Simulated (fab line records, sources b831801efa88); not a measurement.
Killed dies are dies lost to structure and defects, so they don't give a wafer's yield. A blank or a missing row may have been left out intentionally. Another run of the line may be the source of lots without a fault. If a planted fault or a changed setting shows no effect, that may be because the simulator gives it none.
A lot that was struck, set against a sound lot	flow sky130	14 out of 708 route steps
Sound: wafers L573.1, L573.4, L573.5. Struck: wafers L585.4, L585.5, L585.6. The cause comes at the end.
For every step that has rows: the tool of each side, followed by ch and its chambers, followed by its first start. Under that, the readings that differ: sound wafers	struck wafers	difference of the means	sigmas: that difference in standard deviations of wafers without a fault.
alike: same words and numbers on both sides, and readings whose means sit less than 2 such deviations apart. not compared: any withheld reading, any reading some wafer has no value for, any bound like >300 that may hide the same value, and any number with overlapping values for which the record gives no deviation.
A row with sigmas, a row that says differs or no value, or rows on one side alone: a step with any of these is where the two part. Non-overlapping numbers with no deviation appear without sigmas and do not part them. A reading that every wafer of one side lacks parts them only if that side has two wafers or more.

first, 3 steps without rows for these wafers: SKY_METAL2_EXPOSE_12 (exposes mask MM2, target cd 140 nm); SKY_METAL2_PEB_13; SKY_METAL2_DEVELOP_14 (develop time 60 s).
SKY_METAL2_CD_MEAS_15: target cd 140 nm.
  sound on cd-sem-02, day 35 00:40; struck on cd-sem-01, day 39 12:34
  alike: cd-nm
SKY_METAL2_OVL_MEAS_16:
  sound on overlay-02, day 35 00:47; struck on overlay-01, day 39 12:39
  alike: METAL2_OVL
SKY_METAL2_DESCUM_17: chemistry O2, time 8 s.
  sound on rie-metal-01 ch 0,1, day 35 00:49; struck on rie-metal-01 ch 0,1, day 39 12:41
  alike: drypump-motor-current-A, oes-product-au
  not compared: rf-hours-counter-h
SKY_METAL2_ETCH_18: etches BARC in N2/H2, stops on SiO2, time 45.9 s, target depth 60 nm.
  sound on rie-metal-01 ch 0,1, day 35 00:51; struck on rie-metal-01 ch 0,1, day 39 12:43
  alike: drypump-motor-current-A, oes-product-au, throttle-valve-pct
  not compared: rf-hours-counter-h
SKY_METAL2_METAL_ETCH_19: etches the open film in Cl2/BCl3, stops on SiO2, target depth 360 nm, time 78 s.
  sound on rie-metal-01 ch 0,1, day 35 00:55; struck on rie-metal-01 ch 0,1, day 39 12:47
  alike: drypump-motor-current-A, oes-product-au, throttle-valve-pct
  not compared: rf-hours-counter-h
SKY_METAL2_STRIP_20: strips in O2/N2.
  sound on plasma-asher-03 ch 1, day 35 01:00; struck on plasma-asher-01 ch 0,1, day 39 12:53
  alike: drypump-motor-current-A, o2-flow-sccm, oes-product-au, strip-time-to-endpoint-s
  not compared: rf-hours-counter-h
then, 3 steps without rows for these wafers: SKY_METAL2_STRIP_21 (strips in post etch residue remover, time 1200 s); SKY_METAL2_CLEAN_22 (cleans in IPA, time 180 s); SKY_METAL2_CLEAN_23 (cleans in O3/DIW).
SKY_VIA2_HDPCVD_00: deposits SiO2, target thk 1180 nm, time 196.7 s.
  sound on hdpcvd-02 ch 0,1, day 35 01:38; struck on hdpcvd-02 ch 0,1,2, day 39 13:33
  no value came back on the struck wafers for pressure-mtorr (mTorr), run-length-s (s), susceptor-temp-C (C); on the sound wafers pressure-mtorr (mTorr) reads 5.980 6.008 6.004
SKY_PAD_OPEN_PROBE_99:
  the record has rows for the sound wafers here (prober-01, day 45 16:36) and none for the struck ones

== WHERE THEY PART ==
First at SKY_VIA2_HDPCVD_00; last, within this record, at SKY_PAD_OPEN_PROBE_99.

WHY: what the simulator had put in
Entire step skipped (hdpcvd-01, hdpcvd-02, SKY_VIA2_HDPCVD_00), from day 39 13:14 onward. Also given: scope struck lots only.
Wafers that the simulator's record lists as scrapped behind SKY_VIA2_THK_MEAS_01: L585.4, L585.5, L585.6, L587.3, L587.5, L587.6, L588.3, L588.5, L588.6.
